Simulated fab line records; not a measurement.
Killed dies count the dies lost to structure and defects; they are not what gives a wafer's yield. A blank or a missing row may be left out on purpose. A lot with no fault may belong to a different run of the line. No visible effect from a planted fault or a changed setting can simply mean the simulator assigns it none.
A single fault, viewed from 2 desks | flow sky130 | only its own numbers are on each desk; what lay behind them is given at the end

FOR THE TOOL OWNER'S DESK: cmp-01
The tool's own readings at SKY_VIA1_CMP_24 (polishes, stops on SiO2, t overpolish 15 s, target thk 0 nm): means of the sampled wafers that have a number, for each lot that ran on this tool. A lot is out of limits, marked OUT, if its mean lies more than 4 standard deviations from the usual mean; the brackets give that distance.
Columns: A = motorCurrentA at SKY_VIA1_CMP_24, usual 11.3 A; B = overpolishRunS at SKY_VIA1_CMP_24, usual 15.000 s; C = timeToEndpointS at SKY_VIA1_CMP_24, usual 66 s
lot  | first seen here | A    | B      | C
L963 | day 35 03:51    | 11.5 | 15.019 | 63
L964 | day 35 12:16    | 11.7 | 14.989 | 63
L966 | day 35 22:35    | 11.4 | 15.006 | 65
L967 | day 36 05:19    | 10.7 | 15.000 | 67
L977 | day 39 01:54    | 11.1 | 15.001 | 43 (-5.0) OUT
This desk's finding: out of limits on L977; first on L977, day 39 01:54 (timeToEndpointS at SKY_VIA1_CMP_24). L963, L964, L966, L967: within limits.

AT THE METROLOGY DESK
Means of the sampled wafers that have a number, per lot and without regard to the tool the lot ran on: this is what the gauges read. A lot is out of limits, marked OUT, if its mean lies more than 4 standard deviations from the usual mean; the brackets give that distance.
Columns: A = CONTACT_OVL at SKY_CONTACT_OVL_MEAS_15, usual 4 nm; B = METAL1_OVL at SKY_METAL1_OVL_MEAS_16, usual 2 nm
lot  | first seen here | A  | B
L961 | day 31 05:11    | 2  | -5
L960 | day 31 08:11    | 2  | 7
L962 | day 32 00:11    | 5  | 8
L963 | day 32 19:19    | 10 | -1
L964 | day 33 02:53    | 5  | 2
L966 | day 33 14:01    | 7  | 1
L965 | day 33 14:33    | 1  | 1
L967 | day 33 21:29    | 4  | 5
L968 | day 34 00:46    | 1  | 0
L969 | day 34 12:23    | 8  | 10
L977 | day 36 18:25    | 7  | 5
L981 | day 38 13:38    | -2 | 8
L983 | day 38 20:41    | 8  | 2
This desk's verdict: no lot among the 13 shows anything out of limits.

BROUGHT TOGETHER
The tool owner's desk could have raised an alarm at day 39 01:54, on L977.
From the metrology desk's view, nothing was out of limits.
The metrology desk has L977 on record, within its limits.
On cmp-01, each named lot ran SKY_VIA1_CMP_24.

WHAT THE SIMULATOR HAD PUT IN
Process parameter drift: cmp-01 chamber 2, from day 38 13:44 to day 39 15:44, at SKY_VIA1_CMP_24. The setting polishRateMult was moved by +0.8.
Shown lots that were struck: L977.
Each desk's first reading out of limits, in hours after the fault started: the tool owner's desk, 12.
